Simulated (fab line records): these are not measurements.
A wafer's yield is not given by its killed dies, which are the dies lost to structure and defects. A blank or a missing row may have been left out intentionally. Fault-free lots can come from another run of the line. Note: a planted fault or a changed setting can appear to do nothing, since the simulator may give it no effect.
Comparing a struck lot with a sound one ; flow sky130 ; 15 out of 708 route steps
Sound: these wafers, L692.2, L692.3, L692.5. Wafers struck: L705.1, L705.3, L705.5. The cause comes at the end.
Each step with rows lists, per side, the tool, then ch with its chambers, then its first start. Under that, the readings that differ: sound wafers ; struck wafers ; difference of the means ; sigmas: that difference in standard deviations of wafers without a fault.
alike: readings whose means differ by less than 2 such deviations, and words and numbers that are the same on both sides. not compared: withheld readings, readings that some wafer has no value for, bounds like >300 that may hide the same value, and numbers for which the record gives no deviation and whose values overlap.
The two part at a step that has a row with sigmas, a row that says differs or no value, or rows on one side only. When numbers do not overlap yet have no deviation, they are printed without sigmas and do not part them. Lack of a reading on every wafer of one side parts them only where that side has two or more wafers.

first, 1 step without rows for these wafers: SKY_VIA1_CMP_24 (polishes, stops on SiO2, t overpolish 15 s, target thk 0 nm).
SKY_METAL2_SPUTTER_00: material Ti, target thk 15 nm, time 10 s.
  struck on pvd sputter-02, day 39 07:47; sound on pvd sputter-02, day 34 21:52
  alike: throttle valve pct
SKY_METAL2_SPUTTER_01: material TiN, target thk 20 nm, time 16.7 s.
  struck on pvd sputter-02, day 39 07:49; sound on pvd sputter-02, day 34 21:53
  alike: throttle valve pct
SKY_METAL2_SPUTTER_02: material AlCu, target thk 250 nm, time 13.3 s.
  struck on pvd sputter-02, day 39 07:50; sound on pvd sputter-02, day 34 21:55
  alike: throttle valve pct
SKY_METAL2_SPUTTER_03: material Ti, target thk 5 nm, time 3.3 s.
  struck on pvd sputter-02, day 39 07:52; sound on pvd sputter-02, day 34 21:56
  alike: throttle valve pct
SKY_METAL2_SPUTTER_04: material TiN, target thk 70 nm, time 58.3 s.
  struck on pvd sputter-02, day 39 07:53; sound on pvd sputter-02, day 34 21:58
  alike: throttle valve pct
SKY_METAL2_RS_MEAS_05: the measuring method here is four-point-probe.
  struck on film metro-03, day 39 07:56; sound on film metro-03, day 34 22:02
  alike: METAL2_ALCU_RS
SKY_METAL2_THK_MEAS_06: measures by xrf.
  struck on film metro-03, day 39 08:03; sound on film metro-03, day 34 22:08
  alike: METAL2_ALCU_THK
then, 4 steps without rows for these wafers: SKY_METAL2_DEHYDRATE_07 (time 60 s); SKY_METAL2_HMDS_08 (prime time 60 s); SKY_METAL2_COAT_09 (resist thk 60 nm); SKY_METAL2_COAT_10 (resist thk 450 nm).
SKY_METAL2_SOFTBAKE_11: time 90 s.
  sound on litho track-01 ch 0, day 35 11:00; struck on litho track-01 ch 0, day 39 19:00
reading;sound;struck;difference;sigmas
run length s (s);119.41 119.44 119.52;146.03 146.01 146.13;+26.60;+99 or more
  alike: chill plate temp C
then, 1 step without rows for these wafers: SKY_METAL2_EXPOSE_12 (exposes mask MM2, target cd 140 nm).
-- the record jumps here: 10 days lie between the struck wafers' starts before and after (it left off in module METAL2 and takes up again in module PAD_OPEN, whose first step shown is number 708 of the route) --
SKY_PAD_OPEN_PROBE_99:
  struck on prober-01, day 49 19:49; sound on prober-02, day 46 13:43
  alike: defect limited yield, killed_at_M0_to_M3, killed_at_M4_up, killed at contacts, killed at front end, killed at other, killed dies, killed open, killed short

## WHERE THEY PART
Only at SKY_METAL2_SOFTBAKE_11, within this record. Later steps at which nothing parts them and some readings are alike: SKY_PAD_OPEN_PROBE_99.

WHY: what had been put in by the simulator
Process parameter drift: litho track-01, from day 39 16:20 on, at SKY_METAL2_SOFTBAKE_11. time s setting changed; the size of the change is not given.
